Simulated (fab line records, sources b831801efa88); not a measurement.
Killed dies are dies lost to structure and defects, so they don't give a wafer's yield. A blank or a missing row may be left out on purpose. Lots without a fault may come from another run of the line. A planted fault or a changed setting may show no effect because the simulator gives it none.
Problem report in the 8D (eight disciplines) form, filled by code | flow gf180mcu | the parts of the form that need people (team, actions taken, sign-off) are left out

1. THE PROBLEM
V4_CVD_02_THK at GF_V4_THK_MEAS_03 reads a mean of 1336 nm on 1 wafer of 1 lot; wafers without a fault read 852 nm with a standard deviation of 10. That is +48 standard deviations from the usual mean.
First seen on wafer L263.1, day 29 10:43, on film_metro-03. The record holds 33 wafers of 11 lots with a number at this step. Rule for "out", or "out of limits": more than 4 standard deviations from the usual mean. The other wafers with a number count as sound.

2. WHAT IT IS AND WHAT IT IS NOT
question                    | is                | is not
which readings at this step | V4_CVD_02_THK     | -
which lots                  | L263              | L246, L248, L249, L250, L251, L252, L254, L266, L267, L268
which wafers of those lots  | L263.1            | L263.2, L263.4
read on which gauges        | film_metro-03     | film_metro-01, film_metro-04
when                        | from day 29 10:43 | up to then (23 sound wafers); but 9 sound wafers of L266, L267, L268 came after

3. SUSPECTS, AND WHAT RULES EACH OUT
Counting: a tool at a process step up to the reading stays a suspect if it ran every lot that is out. Sound lots after the first of them don't rule it out here, since some wafers of a struck lot are sound.
- the gauge at GF_V4_THK_MEAS_03: ruled out. All the wafers that are out were read on film_metro-03, but those of them that GF_V4_CMP_04 has rows for are out there too, on other tools.
- cvd_w-01 at GF_V3_CVD_23 (deposits W, target thk 350 nm, time 104.9 s): kept. It ran the lot that is out, L263 (day 28 13:56); its last sound lot up to then is L254 (day 25 09:38).
- pvd_sputter-03 at GF_M4_SPUTTER_00 (material Ti, target thk 37.5 nm, time 150 s): kept. It ran the lot that is out, L263 (day 28 14:32); its last sound lot up to then is L254 (day 25 10:14).
- pvd_sputter-03 at GF_M4_SPUTTER_01 (material TiN, target thk 30 nm, time 25 s): kept. It ran the lot that is out, L263 (day 28 14:38); its last sound lot up to then is L254 (day 25 10:20).
- pecvd-03 at GF_V4_CVD_02 (deposits SiO2 from TEOS, target thk 850 nm, time 94.851 s): kept. It ran the lot that is out, L263 (day 29 10:38); its last sound lot up to then is L251 (day 25 14:16).
- Within pecvd-03 at GF_V4_CVD_02: the wafers that are out ran in chamber 1; their sound lot-mates ran in chamber 0.
Left after counting: cvd_w-01 at GF_V3_CVD_23, pvd_sputter-03 at GF_M4_SPUTTER_00, pvd_sputter-03 at GF_M4_SPUTTER_01, pecvd-03 at GF_V4_CVD_02.

4. THE CAUSE (what the simulator had put in)
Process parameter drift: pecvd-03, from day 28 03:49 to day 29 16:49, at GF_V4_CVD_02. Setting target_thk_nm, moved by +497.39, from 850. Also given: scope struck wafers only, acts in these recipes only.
Counting left 4 suspects, and this tool is among them.

5. THE CHAIN OF EFFECTS, in route order
Each row: a reading whose mean over the struck wafers that have a number lies more than 3 standard deviations from the usual. Only readings for which the record gives a usual standard deviation are gone through. hours: the time from each lot's start at the first step in this table that gives one to its start at this step, as a median over the lots. sigmas: the change in usual standard deviations.
hours | step              | reading            | usual  | on struck wafers | change | sigmas
0     | GF_V4_THK_MEAS_03 | V4_CVD_02_THK      | 852 nm | 1336             | +484   | +48
0     | GF_V4_CMP_04      | time_to_endpoint_s | 81 s   | 260              | +179   | +36
The process steps in it:
- GF_V4_CMP_04: polishes SiO2.

6. WHAT WOULD HAVE CAUGHT IT SOONER
In this record the first reading out of limits at a measuring or inspecting step was taken at day 29 10:43, 31 hours after the fault began at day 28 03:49.
Of the tool readings at GF_V4_CVD_02 for which the record gives a usual standard deviation, none was out on any struck wafer, so an alarm limit of 4 standard deviations on them would not have fired.
All the lots that are out (1) had begun GF_V4_CVD_02 on pecvd-03 by day 29 10:43. A hold on the tool at that time would have spared none of them.
